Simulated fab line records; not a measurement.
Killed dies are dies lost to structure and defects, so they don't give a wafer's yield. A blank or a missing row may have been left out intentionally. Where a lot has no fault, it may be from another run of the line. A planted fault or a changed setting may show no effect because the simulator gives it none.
Shared-tool check    flow sky130    27 wafers sampled across 9 lots

## WHY IT WAS OPENED
SKY_CAP2M_RS_MEAS_03, reading CAP2M_TIN_RS: flagged on 2 of 9 lots. No-fault wafers: 6.96 ohm/sq, standard deviation 0.087.
Rule: a lot is flagged when every wafer of it that has a number lies more than 4 standard deviations from that mean, or none has a number. All remaining lots are regarded as sound.

lot   measured      on             CAP2M_TIN_RS (ohm/sq), wafer by wafer  flag
L522  day 39 21:23  film-metro-02  7.03 6.87 6.96                         
L523  day 40 03:04  film-metro-03  7.01 6.91 7.00                         
L524  day 41 22:47  film-metro-02  7.08 6.96 6.88                         
L528  day 41 23:43  film-metro-03  6.83 6.93 6.90                         
L530  day 43 10:58  film-metro-01  8.09 8.10 8.02                         FLAGGED
L531  day 43 12:05  film-metro-02  7.81 7.89 8.05                         FLAGGED
L534  day 43 15:55  film-metro-01  6.91 6.97 6.91                         
L535  day 43 21:59  film-metro-01  6.87 6.86 6.89                         
L539  day 44 14:58  film-metro-01  6.95 7.06 7.03                         
Average over the flagged lots: 7.99 ohm/sq; offset from the usual +1.03 ohm/sq, equal to +12 standard deviations.

## LOT BY LOT: THE TOOL USED
Before the reading, the record contains 4 process steps out of a 708-step route. Every cell lists first the tool, next ch and the chambers used by the sampled wafers, and last the start.
lot   flag     SKY_METAL3_SPUTTER_00         SKY_VIA3_ETCH_14                    SKY_METAL4_SPUTTER_01         SKY_CAP2M_SPUTTER_02
L522           pvd-sputter-03, day 36 11:19  rie-diel-03 ch 0,3, day 39 19:31    pvd-sputter-01, day 39 21:01  pvd-sputter-02, day 39 21:14
L523           pvd-sputter-01, day 36 17:05  rie-diel-02 ch 0,1,3, day 40 01:16  pvd-sputter-04, day 40 02:42  pvd-sputter-02, day 40 02:55
L524           pvd-sputter-02, day 38 17:32  rie-diel-03 ch 0,1,2, day 41 21:04  pvd-sputter-04, day 41 22:27  pvd-sputter-02, day 41 22:40
L528           pvd-sputter-03, day 38 17:53  rie-diel-01 ch 0,1, day 41 21:56    pvd-sputter-01, day 41 23:21  pvd-sputter-03, day 41 23:34
L530  FLAGGED  pvd-sputter-02, day 40 07:34  rie-diel-02 ch 0,1,2, day 43 09:11  pvd-sputter-01, day 43 10:34  pvd-sputter-02, day 43 10:47
L531  FLAGGED  pvd-sputter-02, day 40 08:20  rie-diel-01 ch 2,3, day 43 10:19    pvd-sputter-01, day 43 11:42  pvd-sputter-02, day 43 11:55
L534           pvd-sputter-02, day 40 12:13  rie-diel-03 ch 0,2, day 43 14:13    pvd-sputter-04, day 43 15:35  pvd-sputter-03, day 43 15:49
L535           pvd-sputter-01, day 40 19:21  rie-diel-02 ch 2,3, day 43 20:16    pvd-sputter-04, day 43 21:38  pvd-sputter-01, day 43 21:52
L539           pvd-sputter-03, day 41 13:33  rie-diel-03 ch 0,1,3, day 44 13:13  pvd-sputter-04, day 44 14:38  pvd-sputter-03, day 44 14:52
These steps, and what they do:
- SKY_METAL3_SPUTTER_00: material Ti, target thk 15 nm, time 10 s.
- SKY_VIA3_ETCH_14: etches BARC in N2/H2, stops on SiO2, time 45.9 s, target depth 60 nm.
- SKY_METAL4_SPUTTER_01: material TiN, target thk 20 nm, time 16.32 s.
- SKY_CAP2M_SPUTTER_02: material TiN, target thk 200 nm, time 166.7 s.
- SKY_CAP2M_RS_MEAS_03: measures by four-point-probe.

## FLAGGED AGAINST TOTAL, ONE TOOL AT A TIME (gauges that did the reading follow at the end)
step                   tool            lots run  flagged  share of the flagged lots  sound lots run after its first flagged lot
SKY_METAL3_SPUTTER_00  pvd-sputter-01  2         0        none                       -
SKY_METAL3_SPUTTER_00  pvd-sputter-02  4         2        all                        1 (L534)
SKY_METAL3_SPUTTER_00  pvd-sputter-03  3         0        none                       -
SKY_VIA3_ETCH_14       rie-diel-01     2         1        some                       0
SKY_VIA3_ETCH_14       rie-diel-02     3         1        some                       1 (L535)
SKY_VIA3_ETCH_14       rie-diel-03     4         0        none                       -
SKY_METAL4_SPUTTER_01  pvd-sputter-01  4         2        all                        0
SKY_METAL4_SPUTTER_01  pvd-sputter-04  5         0        none                       -
SKY_CAP2M_SPUTTER_02   pvd-sputter-01  1         0        none                       -
SKY_CAP2M_SPUTTER_02   pvd-sputter-02  5         2        all                        0
SKY_CAP2M_SPUTTER_02   pvd-sputter-03  3         0        none                       -
SKY_CAP2M_RS_MEAS_03   film-metro-01   4         1        some                       3 (L534,L535,L539)
SKY_CAP2M_RS_MEAS_03   film-metro-02   3         1        some                       0
SKY_CAP2M_RS_MEAS_03   film-metro-03   2         0        none                       -

## WHAT THE TABLE ALLOWS
All flagged lots were run by 3 table rows, namely pvd-sputter-02 at SKY_METAL3_SPUTTER_00, pvd-sputter-01 at SKY_METAL4_SPUTTER_01, pvd-sputter-02 at SKY_CAP2M_SPUTTER_02.
- pvd-sputter-02 at SKY_METAL3_SPUTTER_00 ran 4 lots, 2 of them flagged. Sound lots ran on it after the first flagged one (L534), which a lasting fault on the whole tool wouldn't allow.
- pvd-sputter-01 at SKY_METAL4_SPUTTER_01 ran 4 lots, 2 of them flagged. It ran its last sound lot, L528, at day 41 23:21 and its first flagged lot, L530, at day 43 10:34: a fault with its onset between the two fits.
- pvd-sputter-02 at SKY_CAP2M_SPUTTER_02 ran 5 lots, 2 of them flagged. It ran its last sound lot, L524, at day 41 22:40 and its first flagged lot, L530, at day 43 10:47: a fault with its onset between the two fits.
These 2 tools cannot be told apart by counting lots, since each of them fits a fault that started at some hour. More lots, or a look at what each step does to the wafer, might.

## WHAT THE SIMULATOR PUT IN
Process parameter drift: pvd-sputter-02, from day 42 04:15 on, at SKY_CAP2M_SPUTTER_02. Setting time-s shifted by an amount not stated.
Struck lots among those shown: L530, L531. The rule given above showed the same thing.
